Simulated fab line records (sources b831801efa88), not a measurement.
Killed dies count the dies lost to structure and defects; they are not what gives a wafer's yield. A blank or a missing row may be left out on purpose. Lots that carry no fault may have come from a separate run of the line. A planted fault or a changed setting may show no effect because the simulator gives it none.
Which tool is to blame? | flow gf180mcu | 72 wafers from 24 lots sampled at 4 of the route's 602 steps

## WHAT THE GAUGES READ, wafer by wafer
GF_V2_BOW_MEAS_05.
lot  | measured     | on            | V2_BOW (um)
L074 | day 18 19:36 | film_metro-01 | 108 98 91
L075 | day 20 06:19 | film_metro-02 | 104 82 101
L076 | day 20 13:43 | film_metro-02 | 110 106 99
L077 | day 20 17:43 | film_metro-01 | 100 91 100
L078 | day 21 00:18 | film_metro-03 | 84 94 87
L079 | day 21 08:01 | film_metro-03 | 97 98 92
L080 | day 21 14:52 | film_metro-01 | 90 91 103
L081 | day 22 03:22 | film_metro-01 | 94 87 101
L083 | day 22 21:49 | film_metro-02 | 99 89 105
L082 | day 22 23:32 | film_metro-01 | 97 95 113
L084 | day 23 01:31 | film_metro-03 | 107 97 108
L085 | day 23 12:04 | film_metro-02 | 115 113 106
L086 | day 23 14:41 | film_metro-03 | 97 115 89
L087 | day 24 08:05 | film_metro-02 | 96 107 99
L088 | day 24 12:54 | film_metro-01 | 111 95 109
L089 | day 24 21:07 | film_metro-03 | 82 98 89
L090 | day 24 23:31 | film_metro-03 | 105 114 91
L091 | day 25 13:29 | film_metro-02 | 100 106 101
L092 | day 26 04:08 | film_metro-02 | 94 91 94
L093 | day 26 08:33 | film_metro-03 | 100 106 100
L094 | day 26 13:15 | film_metro-02 | 98 94 95
L095 | day 26 18:08 | film_metro-03 | 93 95 96
L096 | day 26 21:05 | film_metro-01 | 108 110 108
L097 | day 27 01:22 | film_metro-03 | 108 100 93

GF_V3_CD_MEAS_14: target cd 260 nm.
lot  | measured     | on        | cd_nm (nm)
L074 | day 22 00:01 | cd_sem-02 | 260.3 259.3 260.2
L075 | day 23 07:59 | cd_sem-01 | 259.1 259.3 259.0
L076 | day 23 15:22 | cd_sem-01 | 260.4 259.5 261.4
L077 | day 23 18:44 | cd_sem-02 | 260.1 260.8 261.7
L078 | day 24 01:19 | cd_sem-01 | 261.2 260.8 260.4
L079 | day 24 06:50 | cd_sem-01 | 260.6 260.3 261.3
L080 | day 24 14:10 | cd_sem-01 | 259.9 260.3 258.4
L081 | day 25 02:05 | cd_sem-01 | 259.3 260.3 259.2
L083 | day 25 19:29 | cd_sem-01 | 261.1 259.8 260.0
L082 | day 25 20:56 | cd_sem-01 | 259.6 261.1 259.3
L084 | day 25 22:54 | cd_sem-02 | 260.0 261.0 259.6
L085 | day 26 08:04 | cd_sem-01 | 259.1 259.7 259.2
L086 | day 26 09:50 | cd_sem-01 | 260.0 259.9 260.6
L087 | day 27 01:32 | cd_sem-02 | 261.4 259.8 261.2
L088 | day 27 07:19 | cd_sem-01 | 260.3 261.1 261.1
L089 | day 27 16:02 | cd_sem-02 | 260.2 260.1 260.7
L090 | day 27 16:05 | cd_sem-01 | 261.2 260.7 260.5
L091 | day 28 05:38 | cd_sem-01 | 261.4 260.9 261.2
L092 | day 28 18:58 | cd_sem-02 | 261.0 260.8 261.0
L093 | day 28 22:32 | cd_sem-01 | 261.1 261.3 262.2
L094 | day 29 03:38 | cd_sem-01 | 258.8 258.7 259.6
L095 | day 29 08:14 | cd_sem-02 | 262.9 260.2 262.9
L096 | day 29 10:26 | cd_sem-02 | 262.1 261.1 261.1
L097 | day 29 14:28 | cd_sem-02 | 259.4 260.5 259.6

GF_V5_THK_MEAS_03.
lot  | measured     | on            | V5_CVD_02_THK (nm)
L074 | day 25 23:46 | film_metro-02 | 1474 1487 1471
L075 | day 27 03:50 | film_metro-02 | 1423 1469 1476
L076 | day 27 11:04 | film_metro-04 | 1446 1436 1496
L077 | day 27 13:47 | film_metro-02 | 1446 1427 1477
L078 | day 27 20:27 | film_metro-04 | 1428 1426 1448
L079 | day 28 01:19 | film_metro-02 | 1417 1438 1468
L080 | day 28 07:08 | film_metro-03 | 1426 1461 1441
L081 | day 28 18:41 | film_metro-02 | 1438 1448 1442
L083 | day 29 07:39 | film_metro-02 | 1433 1459 1463
L082 | day 29 09:59 | film_metro-02 | 1442 1443 1461
L084 | day 29 12:28 | film_metro-04 | 1478 1447 1493
L085 | day 29 21:29 | film_metro-04 | 1460 1436 1477
L086 | day 29 21:52 | film_metro-02 | 1471 1446 1495
L087 | day 30 12:57 | film_metro-03 | 1455 1455 1465
L088 | day 30 17:28 | film_metro-04 | 1417 1451 1431
L089 | day 31 01:59 | film_metro-04 | 1442 1442 1467
L090 | day 31 02:12 | film_metro-04 | 1467 1474 1496
L091 | day 31 14:19 | film_metro-02 | 1447 1475 1470
L092 | day 32 01:51 | film_metro-04 | 1440 1435 1454
L093 | day 32 05:02 | film_metro-03 | 1432 1467 1433
L094 | day 32 08:47 | film_metro-02 | 1476 1504 1506
L095 | day 32 15:08 | film_metro-02 | 1439 1472 1465
L096 | day 32 15:58 | film_metro-04 | 1443 1485 1472
L097 | day 32 18:32 | film_metro-02 | 1446 1422 1471

## WHAT TOOL EACH LOT RAN ON (gives the tool, then ch and the chambers of the sampled wafers, and finally the start)
lot  | GF_V4_SPUTTER_21
L074 | pvd_sputter-04, day 24 01:41
L075 | pvd_sputter-03, day 25 08:09
L076 | pvd_sputter-02, day 25 15:26
L077 | pvd_sputter-02, day 25 18:57
L078 | pvd_sputter-04, day 26 01:17
L079 | pvd_sputter-03, day 26 05:25
L080 | pvd_sputter-02, day 26 12:22
L081 | pvd_sputter-02, day 27 00:20
L083 | pvd_sputter-02, day 27 15:59
L082 | pvd_sputter-02, day 27 17:03
L084 | pvd_sputter-04, day 27 19:17
L085 | pvd_sputter-04, day 28 04:40
L086 | pvd_sputter-04, day 28 05:47
L087 | pvd_sputter-03, day 28 20:38
L088 | pvd_sputter-04, day 29 02:23
L089 | pvd_sputter-03, day 29 09:32
L090 | pvd_sputter-03, day 29 10:25
L091 | pvd_sputter-04, day 29 23:32
L092 | pvd_sputter-02, day 30 12:38
L093 | pvd_sputter-02, day 30 16:05
L094 | pvd_sputter-04, day 30 20:31
L095 | pvd_sputter-04, day 31 01:37
L096 | pvd_sputter-02, day 31 03:16
L097 | pvd_sputter-04, day 31 07:02
- GF_V4_SPUTTER_21: material Ti, target thk 15 nm, time 80.02 s.

## AS READ BY THE TOOLS THEMSELVES (means over the sampled wafers that have a number; for cases with no such wafer, the mark the record gives instead)
GF_V4_SPUTTER_21.
lot  | tool           | chamber_pressure_pa (Pa) | substrate_temp_c (C) | throttle_valve_pct (%)
L074 | pvd_sputter-04 | 4.998                    | 199.80               | 30.2
L075 | pvd_sputter-03 | 5.014                    | 200.07               | 29.8
L076 | pvd_sputter-02 | 4.994                    | 199.97               | 30.1
L077 | pvd_sputter-02 | 4.991                    | 199.99               | 30.3
L078 | pvd_sputter-04 | 4.999                    | 199.98               | 30.4
L079 | pvd_sputter-03 | 5.009                    | 199.98               | 29.9
L080 | pvd_sputter-02 | 5.000                    | 199.97               | 30.9
L081 | pvd_sputter-02 | 4.992                    | 200.05               | 30.4
L083 | pvd_sputter-02 | 5.011                    | 199.96               | 29.8
L082 | pvd_sputter-02 | 4.988                    | 200.02               | 30.1
L084 | pvd_sputter-04 | 4.993                    | 200.10               | 29.9
L085 | pvd_sputter-04 | 4.996                    | 199.93               | 30.3
L086 | pvd_sputter-04 | 4.991                    | 200.07               | 30.5
L087 | pvd_sputter-03 | 5.009                    | 199.90               | 30.3
L088 | pvd_sputter-04 | 4.995                    | 199.93               | 29.9
L089 | pvd_sputter-03 | 4.988                    | 200.07               | 29.7
L090 | pvd_sputter-03 | 4.995                    | 199.91               | 29.7
L091 | pvd_sputter-04 | 5.004                    | 200.06               | 29.9
L092 | pvd_sputter-02 | 5.007                    | 200.08               | 30.4
L093 | pvd_sputter-02 | 5.003                    | 199.90               | 31.2
L094 | pvd_sputter-04 | 5.007                    | 200.03               | 30.1
L095 | pvd_sputter-04 | 5.001                    | 200.08               | 30.4
L096 | pvd_sputter-02 | 5.017                    | 199.95               | 31.1
L097 | pvd_sputter-04 | 5.012                    | 199.99               | 29.7

## THE ANSWER, worked out from the rows above alone
Rule: the usual values come from the lots themselves. Put in order of their means at a reading, lots are off if they are a third of the lots or fewer, leave a main group of 4 or more, and stand apart from it by a gap of 3 or more times the standard deviation of the main group's means; of several such gaps the widest counts. The tables above print the reading to a certain number of digits; a main group whose means all agree to those digits is not used. Also off: a lot with no number at a reading for which 4 or more lots have one. All remaining lots with rows at the step are treated as sound. First the gauges in route order, then the tools' own readings, where a lot's mean is used as printed above. The first step at which some lot is off is used, and at that step the reading that is off furthest; a lot without a number counts as furthest.
Nothing can be told from this: no lot is off at any reading shown.

## WHAT THE SIMULATOR HAD INSERTED
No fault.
